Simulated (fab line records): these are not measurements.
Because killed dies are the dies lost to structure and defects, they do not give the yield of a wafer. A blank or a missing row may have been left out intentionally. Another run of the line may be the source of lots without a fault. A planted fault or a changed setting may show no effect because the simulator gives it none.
What tool caused it? + flow sky130 + 12 lots, 34 wafers sampled, at 6 steps of a route of 708

== WHAT EACH GAUGE READ, for each wafer ==
SKY_NWELL_THK_MEAS_02.
| lot  | measured    | on           | NWELL_OXIDATION_THK (nm) |
|------|-------------|--------------|--------------------------|
| L257 | day 2 11:33 | filmMetro-04 | 10.00 10.19 10.04        |
| L258 | day 2 17:43 | filmMetro-03 | 9.82 9.92 9.93           |
| L260 | day 3 08:18 | filmMetro-03 | 10.08 10.11 10.24        |
| L261 | day 3 11:13 | filmMetro-01 | 9.86 9.95 9.90           |
| L262 | day 3 21:07 | filmMetro-04 | 10.03 10.29 10.31        |
| L271 | day 5 13:35 | filmMetro-04 | 9.87 9.92                |
| L272 | day 5 17:26 | filmMetro-01 | 9.67 9.49                |
| L274 | day 6 04:08 | filmMetro-01 | 9.86 9.80 9.74           |
| L275 | day 6 14:35 | filmMetro-01 | 9.50 9.78 9.68           |
| L278 | day 7 03:04 | filmMetro-03 | 10.07 10.29 9.95         |
| L279 | day 7 06:47 | filmMetro-04 | 9.94 10.04 9.97          |
| L280 | day 7 12:37 | filmMetro-04 | 10.17 9.95 10.06         |

SKY_VT_ADJUST_NCORE_CD_MEAS_07 targets a cd of 380 nm.
| lot  | measured     | on       | cdNm (nm)         |
|------|--------------|----------|-------------------|
| L257 | day 8 13:57  | cdSem-01 | 383.1 379.9 379.8 |
| L258 | day 8 22:06  | cdSem-02 | 380.2 379.1 380.8 |
| L260 | day 9 17:33  | cdSem-01 | 381.6 378.0 376.6 |
| L261 | day 9 21:47  | cdSem-01 | 378.3 380.1 380.6 |
| L262 | day 10 10:31 | cdSem-02 | 382.5 384.0 382.1 |
| L271 | day 12 18:30 | cdSem-02 | 369.4 378.6       |
| L272 | day 12 21:17 | cdSem-01 | 372.0 382.3       |
| L274 | day 13 13:53 | cdSem-01 | 377.7 378.1 378.8 |
| L275 | day 14 02:10 | cdSem-02 | 377.5 380.3 379.9 |
| L278 | day 14 20:28 | cdSem-02 | 385.7 385.1 387.5 |
| L279 | day 15 01:08 | cdSem-01 | 380.4 378.9 376.1 |
| L280 | day 15 09:46 | cdSem-02 | 377.2 380.3 379.1 |

SKY_VT_ADJUST_PCH_TW_MEAS_10.
| lot  | measured     | on           | VT_ADJUST_PCH_TW  |
|------|--------------|--------------|-------------------|
| L257 | day 10 10:20 | filmMetro-03 | 142.4 143.3 142.9 |
| L258 | day 10 18:17 | filmMetro-03 | 142.9 142.8 143.5 |
| L260 | day 11 15:34 | filmMetro-02 | 142.1 143.3 143.0 |
| L261 | day 11 18:52 | filmMetro-04 | 140.5 141.3 140.3 |
| L262 | day 12 09:35 | filmMetro-02 | 142.4 142.2 142.5 |
| L271 | day 14 22:37 | filmMetro-04 | 141.6 141.3       |
| L272 | day 15 01:49 | filmMetro-03 | 143.8 144.7       |
| L274 | day 15 19:27 | filmMetro-02 | 141.3 141.2 141.1 |
| L275 | day 16 08:41 | filmMetro-04 | 141.3 141.0 141.2 |
| L278 | day 17 04:46 | filmMetro-04 | 140.7 141.2 141.0 |
| L279 | day 17 09:24 | filmMetro-03 | 143.9 144.1 143.4 |
| L280 | day 17 19:32 | filmMetro-03 | 143.6 144.0 143.1 |

== TOOL THAT RAN EACH LOT (tool first, then ch and the chambers of the sampled wafers, then the start) ==
| lot  | SKY_VT_ADJUST_HVTP_STRIP_10         | SKY_VT_ADJUST_NCORE_COAT_02      | SKY_VT_ADJUST_NCORE_STRIP_10        |
|------|-------------------------------------|----------------------------------|-------------------------------------|
| L257 | plasmaAsher-01 ch 0,1, day 6 01:25  | lithoTrack-04 ch 0, day 8 02:52  | plasmaAsher-02 ch 1, day 8 14:16    |
| L258 | plasmaAsher-01 ch 0,1, day 6 09:01  | lithoTrack-02 ch 0, day 8 11:50  | plasmaAsher-03 ch 0,1, day 8 22:25  |
| L260 | plasmaAsher-03 ch 0,1, day 7 02:35  | lithoTrack-03 ch 0, day 9 06:30  | plasmaAsher-04 ch 0,1, day 9 17:51  |
| L261 | plasmaAsher-03 ch 0,1, day 7 06:44  | lithoTrack-02 ch 0, day 9 11:02  | plasmaAsher-04 ch 0,1, day 9 22:05  |
| L262 | plasmaAsher-02 ch 0,1, day 7 17:51  | lithoTrack-02 ch 0, day 9 22:56  | plasmaAsher-02 ch 0,1, day 10 10:49 |
| L271 | plasmaAsher-03 ch 1, day 9 20:34    | lithoTrack-02 ch 0, day 12 05:39 | plasmaAsher-03 ch 0,1, day 12 18:47 |
| L272 | plasmaAsher-01 ch 0, day 9 23:14    | lithoTrack-02 ch 0, day 12 08:48 | plasmaAsher-02 ch 1, day 12 21:34   |
| L274 | plasmaAsher-03 ch 0,1, day 10 12:33 | lithoTrack-03 ch 0, day 13 00:59 | plasmaAsher-03 ch 0,1, day 13 14:10 |
| L275 | plasmaAsher-03 ch 0,1, day 11 00:29 | lithoTrack-03 ch 0, day 13 13:27 | plasmaAsher-03 ch 0,1, day 14 02:28 |
| L278 | plasmaAsher-01 ch 0,1, day 11 16:53 | lithoTrack-04 ch 0, day 14 06:50 | plasmaAsher-03 ch 0,1, day 14 20:45 |
| L279 | plasmaAsher-01 ch 0,1, day 11 20:37 | lithoTrack-04 ch 0, day 14 11:28 | plasmaAsher-04 ch 0,1, day 15 01:26 |
| L280 | plasmaAsher-03 ch 0,1, day 12 03:52 | lithoTrack-02 ch 0, day 14 20:35 | plasmaAsher-03 ch 0,1, day 15 10:04 |
- SKY_VT_ADJUST_HVTP_STRIP_10: strips in O2/N2.
- SKY_VT_ADJUST_NCORE_COAT_02: resist thk 1140 nm.
- SKY_VT_ADJUST_NCORE_STRIP_10: strips in O2/N2.

== AS READ BY THE TOOLS THEMSELVES (means over the sampled wafers that have a number; for cases with no such wafer, the mark the record gives instead) ==
SKY_VT_ADJUST_HVTP_STRIP_10.
| lot  | tool           | drypumpMotorCurrentA (A) | oesProductAu (a.u.) | stripTimeToEndpointS (s) |
|------|----------------|--------------------------|---------------------|--------------------------|
| L257 | plasmaAsher-01 | 4.9                      | 0.718               | 14.19                    |
| L258 | plasmaAsher-01 | 4.9                      | 0.710               | 14.08                    |
| L260 | plasmaAsher-03 | 5.7                      | 0.716               | 14.10                    |
| L261 | plasmaAsher-03 | 5.7                      | 0.718               | 14.13                    |
| L262 | plasmaAsher-02 | 6.3                      | 0.714               | 14.18                    |
| L271 | plasmaAsher-03 | 6.4                      | 0.718               | 14.16                    |
| L272 | plasmaAsher-01 | 5.0                      | 0.714               | 14.13                    |
| L274 | plasmaAsher-03 | 6.1                      | 0.715               | 14.25                    |
| L275 | plasmaAsher-03 | 6.1                      | 0.719               | 14.19                    |
| L278 | plasmaAsher-01 | 4.9                      | 0.712               | 14.17                    |
| L279 | plasmaAsher-01 | 4.9                      | 0.718               | 14.14                    |
| L280 | plasmaAsher-03 | 6.0                      | 0.716               | 14.20                    |

SKY_VT_ADJUST_NCORE_STRIP_10.
| lot  | tool           | drypumpMotorCurrentA (A) | oesProductAu (a.u.) | stripTimeToEndpointS (s) |
|------|----------------|--------------------------|---------------------|--------------------------|
| L257 | plasmaAsher-02 | 5.7                      | 0.716               | 14.15                    |
| L258 | plasmaAsher-03 | 6.1                      | 0.718               | 14.18                    |
| L260 | plasmaAsher-04 | 5.9                      | 0.714               | 14.16                    |
| L261 | plasmaAsher-04 | 5.8                      | 0.713               | 14.19                    |
| L262 | plasmaAsher-02 | 6.0                      | 0.715               | 14.23                    |
| L271 | plasmaAsher-03 | 5.9                      | 0.715               | 14.70                    |
| L272 | plasmaAsher-02 | 5.8                      | 0.716               | 14.75                    |
| L274 | plasmaAsher-03 | 6.1                      | 0.716               | 14.14                    |
| L275 | plasmaAsher-03 | 5.7                      | 0.713               | 14.19                    |
| L278 | plasmaAsher-03 | 6.1                      | 0.718               | 14.16                    |
| L279 | plasmaAsher-04 | 5.8                      | 0.711               | 14.15                    |
| L280 | plasmaAsher-03 | 6.1                      | 0.714               | 14.11                    |

== THE ANSWER, worked out from the rows above alone ==
Rule: what is usual is taken from the lots themselves. Put in order of their means at a reading, lots are off if they are a third of the lots or fewer, leave a main group of 4 or more, and stand apart from it by a gap of 3 or more times the standard deviation of the main group's means; of several such gaps the widest counts. If all means in a main group match to the digits the tables above print for the reading, that group is not used. Also off: a lot with no number at a reading for which 4 or more lots have one. Any other lot the step has rows for is counted as sound. First the gauges in route order, then the tools' own readings, where a lot's mean is used as printed above. At the first step where some lot is off, the reading lying furthest off is the one used; lots without a number count as furthest.
Off: L271, L272 (SKY_VT_ADJUST_NCORE_STRIP_10, stripTimeToEndpointS). Mean 14.17 s and standard deviation 0.031 in the main group.
A tool fits if, at that step or a process step before it, it ran every lot that is off, and no sound lot after the first of them. No candidate that was tried fits.

== WHAT THE SIMULATOR PUT IN ==
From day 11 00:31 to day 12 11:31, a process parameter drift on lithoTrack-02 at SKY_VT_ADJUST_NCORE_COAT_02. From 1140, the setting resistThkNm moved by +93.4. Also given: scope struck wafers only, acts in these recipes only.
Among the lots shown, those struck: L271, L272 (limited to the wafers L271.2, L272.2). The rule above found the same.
